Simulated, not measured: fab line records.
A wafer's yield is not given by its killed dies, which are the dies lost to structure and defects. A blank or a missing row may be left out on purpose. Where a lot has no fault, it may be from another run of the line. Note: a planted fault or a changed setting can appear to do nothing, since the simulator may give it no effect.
Chamber matching	flow sky130	SKY_SONOS_ONO_ETCH_15 on rieDiel-03: 4 sister chambers
The step etches the open film in CHF3/O2, target depth 19.52 nm, time 7.8 s. 14 wafers are shown with their chamber, then 7 later ones without.

## WAFERS PAIRED WITH THEIR CHAMBERS
wafer	chamber	drypumpMotorCurrentA (A)	chamberPressureMTorr (mTorr)	oesProductAu (a.u.)
L697.2	1	5.5	40.04	0.994
L697.3	3	5.1	40.05	1.001
L697.6	2	5.2	39.97	0.996
L704.1	1	5.5	39.97	0.989
L704.2	3	5.2	40.04	0.997
L704.6	1	5.5	40.05	0.993
L706.1	3	5.2	39.98	1.009
L706.4	2	5.2	39.98	1.007
L706.6	0	5.2	40.01	1.013
L714.1	0	5.2	40.03	0.993
L714.3	3	5.1	39.98	0.987
L714.4	2	5.2	40.00	0.999
L716.4	2	5.2	39.97	0.992
L716.5	1	5.5	40.00	0.993

SIGNATURES (averages over the wafers above)
reading	chamber 0	chamber 1	chamber 2	chamber 3	scatter within a chamber
drypumpMotorCurrentA	5.200	5.500	5.200	5.150	0.0316
chamberPressureMTorr	40.0200	40.0150	39.9800	40.0125	0.0303
oesProductAu	1.00300	0.99225	0.99850	0.99850	0.00766
Rule: for each reading, subtract the chamber's mean from the wafer's reading, divide by that reading's scatter and square the result; add these up over the readings and take the root, which gives the wafer's distance from the chamber. If the next closest chamber is less than 2 further off than the closest, the wafer can't be placed; otherwise it belongs to the closest. The scatter: take each reading less its chamber's mean, square it, sum over the shown wafers, divide by the number of wafers less the number of chambers, and take the root.

## WAFERS WITH NO CHAMBER GIVEN
wafer	drypumpMotorCurrentA (A)	chamberPressureMTorr (mTorr)	oesProductAu (a.u.)
L716.6	5.2	39.93	0.998
L717.1	5.2	40.01	0.991
L717.2	5.5	40.03	0.986
L717.3	5.2	40.02	1.007
L718.3	5.2	39.99	1.002
L718.5	5.2	40.02	0.991
L718.6	5.1	40.00	0.988

## THE CHAMBER EACH PASSED THROUGH
wafer	from the rows above	in truth
L716.6	can't be placed: 2 or 0 or 3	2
L717.1	can't be placed: 2 or 0 or 3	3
L717.2	1	1
L717.3	can't be placed: 0 or 2 or 3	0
L718.3	can't be placed: 2 or 0 or 3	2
L718.5	can't be placed: 0 or 2 or 3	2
L718.6	can't be placed: 3 or 2 or 0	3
Correctly placed: 1 of 7. From these rows, 6 cannot be placed; in 6 the true chamber is one of the candidates. Number placed wrongly: 0.
